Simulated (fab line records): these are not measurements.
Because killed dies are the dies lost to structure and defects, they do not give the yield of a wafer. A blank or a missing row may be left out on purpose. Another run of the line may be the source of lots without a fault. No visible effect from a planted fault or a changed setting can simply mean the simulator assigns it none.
A lot that was struck, set against a sound lot | flow sky130 | 28 out of 708 route steps
Sound: these wafers, L107.1, L107.5, L107.6. Wafers L114.1, L114.2, L114.6 were the ones struck. The cause comes at the end.
Each step with rows lists, per side, the tool, then ch with its chambers, then its first start. Under that, the readings that differ: sound wafers | struck wafers | difference of the means | sigmas: that difference in standard deviations of wafers without a fault.
alike: readings with means less than 2 such deviations apart, plus words and numbers identical on both sides. not compared: withheld readings, readings lacking a value on some wafer, bounds such as >300 that could conceal the same value, and numbers that have no deviation in the record and whose values overlap.
A row with sigmas, a row that says differs or no value, or rows on one side alone: a step with any of these is where the two part. Numbers that have no deviation but don't overlap get no sigmas and don't part them. A reading missing from all wafers of one side parts the sides only when that side holds two or more wafers.

first, 5 steps without rows for these wafers: SKY_SONOS_ONO_COAT_08 (resist thk 1140 nm); SKY_SONOS_ONO_SOFTBAKE_09 (time 60 s); SKY_SONOS_ONO_EXPOSE_10 (exposes mask ONOM, target cd 410 nm); SKY_SONOS_ONO_PEB_11; SKY_SONOS_ONO_DEVELOP_12 (develop time 60 s).
SKY_SONOS_ONO_CD_MEAS_13: target cd 410 nm.
  sound on cd sem-01, day 14 03:55; struck on cd sem-01, day 16 05:02
  alike: cd nm
SKY_SONOS_ONO_OVL_MEAS_14:
  sound on overlay-02, day 14 04:02; struck on overlay-02, day 16 05:10
  alike: SONOS_ONO_OVL
SKY_SONOS_ONO_ETCH_15: etches the open film in CHF3/O2, target depth 19.52 nm, time 7.8 s.
  sound on rie diel-01 ch 0,1,2, day 14 04:05; struck on rie diel-02 ch 0,1,3, day 16 05:12
  reading               | sound             | struck            | difference | sigmas
  oes product au (a.u.) | 1.016 1.019 0.993 | 0.982 0.990 0.980 | -0.025     | -2
  alike: drypump motor current A, throttle valve pct
  not compared: rf hours counter h
then, 1 step without rows for these wafers: SKY_SONOS_ONO_WET_ETCH_16 (etches SiO2 in dHF, target depth 14 nm, time 280 s).
SKY_SONOS_ONO_STRIP_17: strips in O2/N2.
  sound on plasma asher-04 ch 0,1, day 14 04:11; struck on plasma asher-04 ch 0,1, day 16 05:19
  alike: drypump motor current A, oes product au, strip time to endpoint s
  not compared: rf hours counter h
then, 2 steps without rows for these wafers: SKY_SONOS_ONO_WET_ETCH_18 (etches Si3N4 in H3PO4, target depth 15 nm, time 172 s); SKY_GATE_OXIDE_CLEAN_00 (cleans in SC1/SC2, time 150 s).
SKY_GATE_OXIDE_OXIDATION_01: stabilise 600 s, purge 300 s, target thk 10.268 nm.
  sound on furnace-02 ch 0, day 14 05:16; struck on furnace-01 ch 0, day 16 07:33
  reading                                           | sound                | struck               | difference | sigmas
  spike tc bottom C (C)                             | 923 922 921          | 933 931 932          | +10        | +3
  spike tc centre C (C)                             | 902.2 901.9 901.2    | 918.0 916.6 919.0    | +16.1      | +16
  spike tc lower C (C)                              | 899.6 901.0 900.6    | 918.0 919.0 917.7    | +17.8      | +18
  spike tc top C (C)                                | 905.2 905.8 903.8    | 927.6 926.3 928.3    | +22.5      | +8
  spike tc upper C (C)                              | 902.5 902.3 901.9    | 919.1 915.5 919.4    | +15.8      | +13
  tube center temp C (C)                            | 900.17 899.89 899.94 | 917.38 917.49 917.49 | +17.45     | +99 or more
  tube_center_temp_C_max                            | 902.7 903.1 901.9    | 919.3 920.3 920.2    | +17.4      | +43
  zone power lower pct (%)                          | 18.54 18.69 18.66    | 19.63 19.52 19.79    | +1.02      | +5
  model.SiO2_of_GATE_OXIDE_OXIDATION_01.thk nm (nm) | 10.25 10.23 10.23    | 12.12 12.21 12.13    | +1.92      |
SKY_GATE_OXIDE_THK_MEAS_02:
  sound on film metro-04, day 14 06:40; struck on film metro-04, day 16 09:14
  reading                          | sound             | struck            | difference | sigmas
  GATE_OXIDE_OXIDATION_00_THK (nm) | 10.20 10.27 10.19 | 12.13 12.20 12.20 | +1.96      | +10
  not compared: hold
then, 6 steps without rows for these wafers: SKY_GATE_OXIDE_HMDS_04 (prime time 60 s); SKY_GATE_OXIDE_COAT_05 (resist thk 1140 nm); SKY_GATE_OXIDE_SOFTBAKE_06 (time 60 s); SKY_GATE_OXIDE_EXPOSE_07 (exposes mask LVOM, target cd 600 nm); SKY_GATE_OXIDE_PEB_08; SKY_GATE_OXIDE_DEVELOP_09 (develop time 60 s).
SKY_GATE_OXIDE_OVL_MEAS_10:
  sound on overlay-01, day 15 08:44; struck on overlay-02, day 17 12:59
  alike: GATE_OXIDE_OVL
then, 2 steps without rows for these wafers: SKY_GATE_OXIDE_IMPLANT_11; SKY_GATE_OXIDE_WET_ETCH_12 (etches SiO2 in dHF, target depth 16.8 nm, time 336 s).
SKY_GATE_OXIDE_STRIP_13: strips in O2/N2.
  sound on plasma asher-04 ch 0,1, day 15 09:02; struck on plasma asher-01 ch 0,1, day 17 13:17
  alike: drypump motor current A, oes product au, strip time to endpoint s
  not compared: rf hours counter h
SKY_GATE_OXIDE_TW_MEAS_14:
  sound on film metro-04, day 15 09:08; struck on film metro-04, day 17 13:37
  alike: GATE_OXIDE_TW
  not compared: hold
SKY_GATE_OXIDE_OXIDATION_16: stabilise 600 s, purge 300 s, target thk 3.57 nm.
  sound on furnace-01 ch 0, day 15 10:34; struck on furnace-01 ch 0, day 17 16:29
  reading                                           | sound            | struck            | difference | sigmas
  model.SiO2_of_GATE_OXIDE_OXIDATION_01.thk nm (nm) | 11.65 11.65 11.6 | 13.32 13.38 13.33 | +1.71      |
  alike: ox temp c max, spike tc bottom C, spike tc centre C, spike tc lower C, spike tc top C, spike tc upper C, tube center temp C, tube_center_temp_C_max, zone power lower pct
then, 1 step without rows for these wafers: SKY_POLY_GATE_CVD_00 (deposits poly-Si, target thk 180 nm, time 720 s).
-- the record jumps here: 31 days lie between the struck wafers' starts before and after (it left off in module POLY_GATE and takes up again in module PAD_OPEN, whose first step shown is number 708 of the route) --
SKY_PAD_OPEN_PROBE_99:
  sound on prober-02, day 46 19:56; struck on prober-02, day 48 10:55
  reading                                | sound                         | struck                        | difference | sigmas
  model.etest.nfet_16v.r on ohm um       | 1.399e+04 1.399e+04 1.41e+04  | 1.519e+04 1.534e+04 1.529e+04 | +1.247e+03 |
  model.etest.pfet_16v.r on ohm um       | 1.498e+04 1.487e+04 1.548e+04 | 1.591e+04 1.625e+04 1.597e+04 | +9.333e+02 |
  model.etest.tip sonos.rs ohm sq        | 2571 2613 2586                | 3046 3113 3100                | +496       |
  model.etest.pfet g5v0d10v5.r on ohm um | 4768 4725 4761                | 5214 5185 5174                | +440       |
  model.etest.nfet g5v0d10v5.r on ohm um | 1913 1884 1918                | 2072 2068 2052                | +159       |
  model.etest.nfet g5v0d10v5.drive ua um | 599 601.8 601.1               | 526.1 524.5 525.1             | -75.4      |
  model.etest.nfet_05v0_nvt.drive ua um  | 569.9 566.9 570.7             | 502.6 501.9 503               | -66.7      |
  model.etest.pfet g5v0d10v5.drive ua um | 339.3 341.9 337.9             | 301 302.6 305.7               | -37        |
  alike: killed_at_M0_to_M3, killed_at_M4_up, killed at contacts, killed at front end, killed at other, killed dies, killed open, killed short

WHERE THEY PART
Earliest at SKY_SONOS_ONO_ETCH_15; latest, in this record, at SKY_GATE_OXIDE_THK_MEAS_02. Later steps at which nothing parts them and some readings are alike: SKY_GATE_OXIDE_OVL_MEAS_10, SKY_GATE_OXIDE_STRIP_13, SKY_GATE_OXIDE_TW_MEAS_14, SKY_GATE_OXIDE_OXIDATION_16, SKY_PAD_OPEN_PROBE_99.

WHY: what had been put in by the simulator
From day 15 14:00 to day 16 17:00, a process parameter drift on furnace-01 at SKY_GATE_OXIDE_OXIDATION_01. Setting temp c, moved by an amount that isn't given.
